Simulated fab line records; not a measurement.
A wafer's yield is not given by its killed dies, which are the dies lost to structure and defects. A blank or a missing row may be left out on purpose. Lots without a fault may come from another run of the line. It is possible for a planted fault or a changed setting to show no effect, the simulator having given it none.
Which of the tools did it? | flow gf180mcu | 72 wafers from 24 lots sampled at 6 of the route's 602 steps

== WHAT THE GAUGES READ, wafer by wafer ==
GF_V5_THK_MEAS_25: measures by xrf.
lot  | measured     | on           | V5_W_THK (nm)
L074 | day 27 09:46 | filmMetro-04 | 346 354 350
L075 | day 27 19:32 | filmMetro-02 | 355 358 357
L076 | day 28 02:08 | filmMetro-01 | 352 347 353
L077 | day 28 10:34 | filmMetro-02 | 355 348 354
L078 | day 28 20:43 | filmMetro-02 | 353 354 358
L079 | day 29 00:47 | filmMetro-02 | 352 354 351
L080 | day 29 15:53 | filmMetro-02 | 352 350 352
L081 | day 29 21:36 | filmMetro-01 | 347 346 350
L082 | day 29 22:32 | filmMetro-01 | 354 349 351
L084 | day 30 08:41 | filmMetro-01 | 358 353 357
L083 | day 30 11:24 | filmMetro-02 | 345 346 348
L085 | day 31 01:11 | filmMetro-01 | 356 350 351
L086 | day 31 03:43 | filmMetro-02 | 345 348 345
L087 | day 31 12:23 | filmMetro-04 | 349 349 347
L088 | day 31 14:44 | filmMetro-02 | 345 351 346
L089 | day 31 19:38 | filmMetro-02 | 347 346 345
L090 | day 31 21:30 | filmMetro-02 | 355 356 355
L091 | day 32 04:07 | filmMetro-04 | 345 344 350
L092 | day 32 14:13 | filmMetro-02 | 356 355 354
L093 | day 32 20:57 | filmMetro-02 | 353 343 352
L094 | day 33 02:02 | filmMetro-02 | 352 360 350
L095 | day 33 06:07 | filmMetro-01 | 349 346 356
L096 | day 33 21:11 | filmMetro-01 | 353 347 352
L097 | day 33 22:24 | filmMetro-02 | 358 356 354

GF_TOP_METAL_OVL_MEAS_15.
lot  | measured     | on         | TOP_METAL_OVL (nm)
L074 | day 28 06:37 | overlay-02 | 0.4 1.6 0.1
L075 | day 28 16:06 | overlay-01 | 0.1 0.5 1.2
L076 | day 28 22:13 | overlay-01 | 1.4 0.8 0.8
L077 | day 29 06:33 | overlay-01 | 1.8 1.6 3.0
L078 | day 29 16:08 | overlay-01 | 1.0 -0.4 2.6
L079 | day 29 20:09 | overlay-01 | 0.4 1.3 -0.4
L080 | day 30 10:28 | overlay-01 | 0.6 1.8 3.4
L081 | day 30 16:41 | overlay-01 | 0.0 1.6 3.0
L082 | day 30 17:54 | overlay-01 | 1.6 2.3 3.1
L084 | day 31 03:06 | overlay-01 | 0.7 0.0 0.6
L083 | day 31 06:35 | overlay-01 | 1.2 -1.1 -1.2
L085 | day 31 19:56 | overlay-02 | 0.2 0.6 0.0
L086 | day 31 21:39 | overlay-01 | 0.2 0.4 0.1
L087 | day 32 06:32 | overlay-02 | 2.3 2.0 2.1
L088 | day 32 07:48 | overlay-02 | 1.5 3.2 0.6
L089 | day 32 12:50 | overlay-02 | 0.7 1.9 0.2
L090 | day 32 15:03 | overlay-01 | -0.4 -1.5 0.0
L091 | day 32 21:47 | overlay-02 | -1.8 -0.8 -0.5
L092 | day 33 07:05 | overlay-02 | 0.5 0.4 -0.1
L093 | day 33 12:44 | overlay-01 | -1.3 -0.4 -1.4
L094 | day 33 17:59 | overlay-01 | 2.5 1.7 1.0
L095 | day 33 22:39 | overlay-02 | 1.2 2.3 1.4
L096 | day 34 13:17 | overlay-01 | 1.1 -1.5 0.0
L097 | day 34 13:58 | overlay-02 | 2.0 -1.3 -1.1

== TOOL THAT RAN EACH LOT (tool first, then ch and the chambers of the sampled wafers, then the start) ==
lot  | GF_M2_SPUTTER_02            | GF_V2_STRIP_18                      | GF_M3_SPUTTER_00            | GF_V4_CVD_23
L074 | pvdSputter-04, day 18 06:54 | plasmaAsher-04 ch 0,1, day 20 08:38 | pvdSputter-03, day 20 10:16 | cvdW-02 ch 0,1, day 24 12:56
L075 | pvdSputter-03, day 18 19:39 | plasmaAsher-02 ch 0,1, day 20 22:01 | pvdSputter-04, day 20 23:35 | cvdW-02 ch 0,1, day 25 01:07
L076 | pvdSputter-04, day 19 00:46 | plasmaAsher-04 ch 0,1, day 21 03:03 | pvdSputter-03, day 21 04:38 | cvdW-01 ch 0,1, day 25 05:23
L077 | pvdSputter-04, day 19 13:53 | plasmaAsher-04 ch 0,1, day 21 16:29 | pvdSputter-03, day 21 18:11 | cvdW-02 ch 0,1, day 25 17:50
L078 | pvdSputter-04, day 20 04:29 | plasmaAsher-02 ch 0,1, day 22 05:16 | pvdSputter-04, day 22 06:51 | cvdW-02 ch 0,1, day 26 04:41
L079 | pvdSputter-03, day 20 06:15 | plasmaAsher-03 ch 0,1, day 22 07:27 | pvdSputter-01, day 22 08:50 | cvdW-02 ch 0,1, day 26 07:53
L080 | pvdSputter-04, day 21 02:19 | plasmaAsher-03 ch 0,1, day 23 03:40 | pvdSputter-03, day 23 04:53 | cvdW-01 ch 0,1, day 27 00:48
L081 | pvdSputter-04, day 21 08:52 | plasmaAsher-02 ch 0,1, day 23 09:22 | pvdSputter-03, day 23 10:42 | cvdW-02 ch 0,1, day 27 06:46
L082 | pvdSputter-02, day 21 09:16 | plasmaAsher-02 ch 0,1, day 23 09:43 | pvdSputter-04, day 23 11:54 | cvdW-02 ch 0,1, day 27 08:14
L084 | pvdSputter-03, day 21 23:57 | plasmaAsher-03 ch 0,1, day 23 22:39 | pvdSputter-03, day 24 00:14 | cvdW-02 ch 0, day 27 19:01
L083 | pvdSputter-02, day 22 03:28 | plasmaAsher-04 ch 0,1, day 24 03:27 | pvdSputter-03, day 24 04:41 | cvdW-02 ch 0, day 27 21:53
L085 | pvdSputter-03, day 22 20:04 | plasmaAsher-03 ch 0,1, day 24 18:58 | pvdSputter-03, day 24 20:12 | cvdW-01 ch 0,1, day 28 12:47
L086 | pvdSputter-04, day 22 23:26 | plasmaAsher-02 ch 0,1, day 24 21:47 | pvdSputter-01, day 24 23:00 | cvdW-01 ch 0,1, day 28 15:26
L087 | pvdSputter-03, day 23 09:05 | plasmaAsher-03 ch 0,1, day 25 07:10 | pvdSputter-01, day 25 08:23 | cvdW-01 ch 0,1, day 29 00:53
L088 | pvdSputter-03, day 23 12:40 | plasmaAsher-02 ch 0,1, day 25 11:31 | pvdSputter-01, day 25 12:44 | cvdW-02 ch 0,1, day 29 03:02
L089 | pvdSputter-03, day 23 18:56 | plasmaAsher-04 ch 0,1, day 25 16:24 | pvdSputter-01, day 25 17:37 | cvdW-01 ch 0,1, day 29 08:06
L090 | pvdSputter-04, day 23 23:16 | plasmaAsher-02 ch 0,1, day 25 20:16 | pvdSputter-01, day 25 21:31 | cvdW-01 ch 1, day 29 11:35
L091 | pvdSputter-03, day 24 07:34 | plasmaAsher-03 ch 0,1, day 26 04:07 | pvdSputter-04, day 26 05:55 | cvdW-02 ch 0,1, day 29 18:54
L092 | pvdSputter-04, day 24 19:05 | plasmaAsher-03 ch 1, day 26 15:27   | pvdSputter-01, day 26 16:40 | cvdW-01 ch 0,1, day 30 05:26
L093 | pvdSputter-03, day 25 04:58 | plasmaAsher-04 ch 0,1, day 27 01:20 | pvdSputter-01, day 27 02:35 | cvdW-02 ch 0,1, day 30 13:16
L094 | pvdSputter-04, day 25 10:34 | plasmaAsher-04 ch 0,1, day 27 06:27 | pvdSputter-01, day 27 07:40 | cvdW-01 ch 0,1, day 30 19:08
L095 | pvdSputter-03, day 25 16:52 | plasmaAsher-04 ch 0,1, day 27 12:25 | pvdSputter-04, day 27 13:45 | cvdW-01 ch 0,1, day 30 23:07
L096 | pvdSputter-03, day 26 12:10 | plasmaAsher-04 ch 0,1, day 28 07:07 | pvdSputter-03, day 28 08:20 | cvdW-01 ch 0,1, day 31 16:04
L097 | pvdSputter-04, day 26 13:29 | plasmaAsher-02 ch 0,1, day 28 07:48 | pvdSputter-04, day 28 09:02 | cvdW-01 ch 0,1, day 31 17:03
- GF_M2_SPUTTER_02: material AlCu, target thk 450 nm, time 23.9 s.
- GF_V2_STRIP_18: strips in O2/N2.
- GF_M3_SPUTTER_00: material Ti, target thk 37.5 nm, time 150 s.
- GF_V4_CVD_23: deposits W, target thk 350 nm, time 104.9 s.

== WHAT THE TOOLS THEMSELVES READ (means of the sampled wafers that have a number; where no wafer has one, the mark that the record gives instead) ==
GF_M2_SPUTTER_02.
lot  | tool          | throttleValvePct (%)
L074 | pvdSputter-04 | 32.3
L075 | pvdSputter-03 | 30.2
L076 | pvdSputter-04 | 30.8
L077 | pvdSputter-04 | 32.2
L078 | pvdSputter-04 | 31.4
L079 | pvdSputter-03 | 30.1
L080 | pvdSputter-04 | 30.9
L081 | pvdSputter-04 | 29.8
L082 | pvdSputter-02 | 29.7
L084 | pvdSputter-03 | 30.2
L083 | pvdSputter-02 | 31.5
L085 | pvdSputter-03 | 30.2
L086 | pvdSputter-04 | 30.0
L087 | pvdSputter-03 | 30.3
L088 | pvdSputter-03 | 30.2
L089 | pvdSputter-03 | 30.0
L090 | pvdSputter-04 | 30.8
L091 | pvdSputter-03 | 29.9
L092 | pvdSputter-04 | 30.8
L093 | pvdSputter-03 | 29.9
L094 | pvdSputter-04 | 29.7
L095 | pvdSputter-03 | 30.1
L096 | pvdSputter-03 | 29.8
L097 | pvdSputter-04 | 29.7

GF_V2_STRIP_18.
lot  | tool           | drypumpMotorCurrentA (A) | heaterPowerW (W) | o2FlowSccm (sccm) | oesProductAu (a.u.)
L074 | plasmaAsher-04 | 6.0                      | 342              | 2998              | 0.595
L075 | plasmaAsher-02 | 5.3                      | 293              | 2993              | 0.590
L076 | plasmaAsher-04 | 6.0                      | 343              | 2997              | 0.594
L077 | plasmaAsher-04 | 5.9                      | 312              | 3008              | 0.592
L078 | plasmaAsher-02 | 5.8                      | 326              | 3010              | 0.593
L079 | plasmaAsher-03 | 5.5                      | 333              | 3007              | 0.591
L080 | plasmaAsher-03 | 5.5                      | 330              | 2997              | 0.594
L081 | plasmaAsher-02 | 5.2                      | 297              | 3001              | 0.591
L082 | plasmaAsher-02 | 5.3                      | 296              | 3004              | 0.594
L084 | plasmaAsher-03 | 5.1                      | 331              | 2998              | 0.594
L083 | plasmaAsher-04 | 6.0                      | 348              | 2998              | 0.594
L085 | plasmaAsher-03 | 5.1                      | 334              | 2993              | 0.593
L086 | plasmaAsher-02 | 5.8                      | 329              | 3009              | 0.595
L087 | plasmaAsher-03 | 5.5                      | 331              | 2998              | 0.592
L088 | plasmaAsher-02 | 5.8                      | 326              | 3011              | 0.590
L089 | plasmaAsher-04 | 5.9                      | 318              | 2999              | 0.591
L090 | plasmaAsher-02 | 5.8                      | 327              | 3009              | 0.592
L091 | plasmaAsher-03 | 5.5                      | 334              | 2994              | 0.591
L092 | plasmaAsher-03 | 5.8                      | 336              | 3008              | 0.598
L093 | plasmaAsher-04 | 6.0                      | 343              | 3010              | 0.594
L094 | plasmaAsher-04 | 5.9                      | 321              | 2994              | 0.591
L095 | plasmaAsher-04 | 6.0                      | 349              | 3004              | 0.589
L096 | plasmaAsher-04 | 5.9                      | 319              | 3005              | 0.589
L097 | plasmaAsher-02 | 5.3                      | 293              | 3000              | 0.596

GF_M3_SPUTTER_00.
lot  | tool          | throttleValvePct (%)
L074 | pvdSputter-03 | 29.9
L075 | pvdSputter-04 | 29.8
L076 | pvdSputter-03 | 30.3
L077 | pvdSputter-03 | 30.5
L078 | pvdSputter-04 | 29.8
L079 | pvdSputter-01 | 30.3
L080 | pvdSputter-03 | 30.1
L081 | pvdSputter-03 | 30.4
L082 | pvdSputter-04 | 30.8
L084 | pvdSputter-03 | 30.3
L083 | pvdSputter-03 | 29.9
L085 | pvdSputter-03 | 30.3
L086 | pvdSputter-01 | 30.5
L087 | pvdSputter-01 | 30.2
L088 | pvdSputter-01 | 30.3
L089 | pvdSputter-01 | 30.3
L090 | pvdSputter-01 | 30.3
L091 | pvdSputter-04 | 31.1
L092 | pvdSputter-01 | 30.4
L093 | pvdSputter-01 | 30.4
L094 | pvdSputter-01 | 30.4
L095 | pvdSputter-04 | 29.9
L096 | pvdSputter-03 | 29.7
L097 | pvdSputter-04 | 29.8

GF_V4_CVD_23.
lot  | tool    | heaterPowerW (W) | susceptorTempC (C)
L074 | cvdW-02 | 1045             | 400.28
L075 | cvdW-02 | 1050             | 400.25
L076 | cvdW-01 | 800              | 400.43
L077 | cvdW-02 | 1063             | 399.99
L078 | cvdW-02 | 1044             | 400.00
L079 | cvdW-02 | 1036             | 399.82
L080 | cvdW-01 | 804              | 399.94
L081 | cvdW-02 | 1011             | 399.95
L082 | cvdW-02 | 1039             | 400.26
L084 | cvdW-02 | 979              | 400.00
L083 | cvdW-02 | 973              | 399.92
L085 | cvdW-01 | 794              | 399.78
L086 | cvdW-01 | 790              | 400.04
L087 | cvdW-01 | 830              | 400.10
L088 | cvdW-02 | 1001             | 400.19
L089 | cvdW-01 | 818              | 400.00
L090 | cvdW-01 | 781              | 399.92
L091 | cvdW-02 | 1026             | 400.21
L092 | cvdW-01 | 814              | 399.91
L093 | cvdW-02 | 997              | 400.28
L094 | cvdW-01 | 822              | 399.87
L095 | cvdW-01 | 804              | 400.13
L096 | cvdW-01 | 782              | 399.98
L097 | cvdW-01 | 795              | 399.83

== THE ANSWER, worked out from the rows above alone ==
Rule: the usual values come from the lots themselves. Put in order of their means at a reading, lots are off if they are a third of the lots or fewer, leave a main group of 4 or more, and stand apart from it by a gap of 3 or more times the standard deviation of the main group's means; of several such gaps the widest counts. If all means in a main group match to the digits the tables above print for the reading, that group is not used. A lot without any number at a reading at which 4 lots or more have one is off too. Where the step has rows for the other lots, those lots are counted as sound. First the gauges in route order, then the tools' own readings, where a lot's mean is used as printed above. At the first step where some lot is off, the reading lying furthest off is the one used; lots without a number count as furthest.
No lot is off at any reading shown: from this, nothing can be told.

== WHAT THE SIMULATOR HAD INSERTED ==
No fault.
